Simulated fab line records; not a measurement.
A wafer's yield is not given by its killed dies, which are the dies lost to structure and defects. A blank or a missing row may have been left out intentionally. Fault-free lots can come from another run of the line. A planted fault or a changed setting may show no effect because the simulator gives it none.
A lot that was struck, set against a sound lot :: flow sky130 :: 18 out of 708 route steps
Sound: wafers L357.1, L357.2, L357.4. Wafers L362.2, L362.4, L362.5 were the ones struck. The cause is given at the end.
Per side, at each step with rows, come the tool, then ch with its chambers, and then its first start. Under that, the readings that differ: sound wafers :: struck wafers :: difference of the means :: sigmas: that difference in standard deviations of wafers without a fault.
alike: same words and numbers on both sides, and readings whose means sit less than 2 such deviations apart. not compared: any withheld reading, any reading some wafer has no value for, any bound like >300 that may hide the same value, and any number with overlapping values for which the record gives no deviation.
The two part at a step that has a row with sigmas, a row that says differs or no value, or rows on one side only. Numbers that don't overlap but have no deviation are shown without sigmas and don't part them. A reading that every wafer of one side lacks parts them only if that side has two wafers or more.

first, 3 steps without rows for these wafers: SKY_VT_ADJUST_HVTR_EXPOSE_04 (exposes mask HVTRM, target cd 380 nm); SKY_VT_ADJUST_HVTR_PEB_05; SKY_VT_ADJUST_HVTR_DEVELOP_06 (develop time 60 s).
SKY_VT_ADJUST_HVTR_CD_MEAS_07: target cd 380 nm.
  sound on cd sem-02 at day 13 11:40; struck on cd sem-01 at day 14 18:19
  alike: cd nm
SKY_VT_ADJUST_HVTR_OVL_MEAS_08:
  sound on overlay-01 at day 13 11:47; struck on overlay-02 at day 14 18:25
  alike: VT_ADJUST_HVTR_OVL
next, for these wafers, 1 step has no rows: SKY_VT_ADJUST_HVTR_IMPLANT_09.
SKY_VT_ADJUST_HVTR_STRIP_10: strips in O2/N2.
  sound on plasma asher-04 ch 0,1, day 13 11:59; struck on plasma asher-03 ch 0,1, day 14 18:36
reading: oes product au (a.u.)
sound: 0.729 0.725 0.720
struck: 0.701 0.716 0.712
difference: -0.015
sigmas: -3
  alike: drypump motor current A, strip time to endpoint s
  not compared: rf hours counter h
SKY_VT_ADJUST_HVTR_TW_MEAS_11:
  sound on film metro-02 at day 13 12:05; struck on film metro-03 at day 14 18:43
  alike: VT_ADJUST_HVTR_TW
then, 4 steps without rows for these wafers: SKY_VT_ADJUST_PCH_DEHYDRATE_00 (time 60 s); SKY_VT_ADJUST_PCH_HMDS_01 (prime time 60 s); SKY_VT_ADJUST_PCH_COAT_02 (resist thk 3000 nm); SKY_VT_ADJUST_PCH_SOFTBAKE_03.
SKY_VT_ADJUST_PCH_EXPOSE_04: exposes mask NWM, target cd 840 nm.
  sound on iline stepper-02 ch 0, day 14 01:17; struck on iline stepper-01 ch 0, day 15 09:00
reading: model.VT_ADJUST_PCH.overlay x nm (nm)
sound: -0.5315 -0.5315 -0.5315
struck: 65.93 65.93 65.93
difference: +66.46
sigmas: 
  alike: mask
then, 2 steps without rows for these wafers: SKY_VT_ADJUST_PCH_PEB_05; SKY_VT_ADJUST_PCH_DEVELOP_06 (develop time 60 s).
SKY_VT_ADJUST_PCH_OVL_MEAS_07:
  sound on overlay-01 at day 14 14:04; struck on overlay-02 at day 15 22:36
reading: VT_ADJUST_PCH_OVL (nm)
sound: 0.8 -0.4 1.4
struck: 67.6 67.8 67.6
difference: +67.1
sigmas: +48
next, for these wafers, 1 step has no rows: SKY_VT_ADJUST_PCH_IMPLANT_08.
-- the record jumps here: 34 days lie between the struck wafers' starts before and after (it left off in module VT_ADJUST_PCH and takes up again in module PAD_OPEN, whose first step shown is number 708 of the route) --
SKY_PAD_OPEN_PROBE_99:
  rows exist in the record for the struck wafers here (prober-01, day 50 00:23), but not for the sound ones

WHERE THEY PART
Last at SKY_PAD_OPEN_PROBE_99 as far as this record goes, first at SKY_VT_ADJUST_HVTR_STRIP_10.

WHY: whatever the simulator had introduced
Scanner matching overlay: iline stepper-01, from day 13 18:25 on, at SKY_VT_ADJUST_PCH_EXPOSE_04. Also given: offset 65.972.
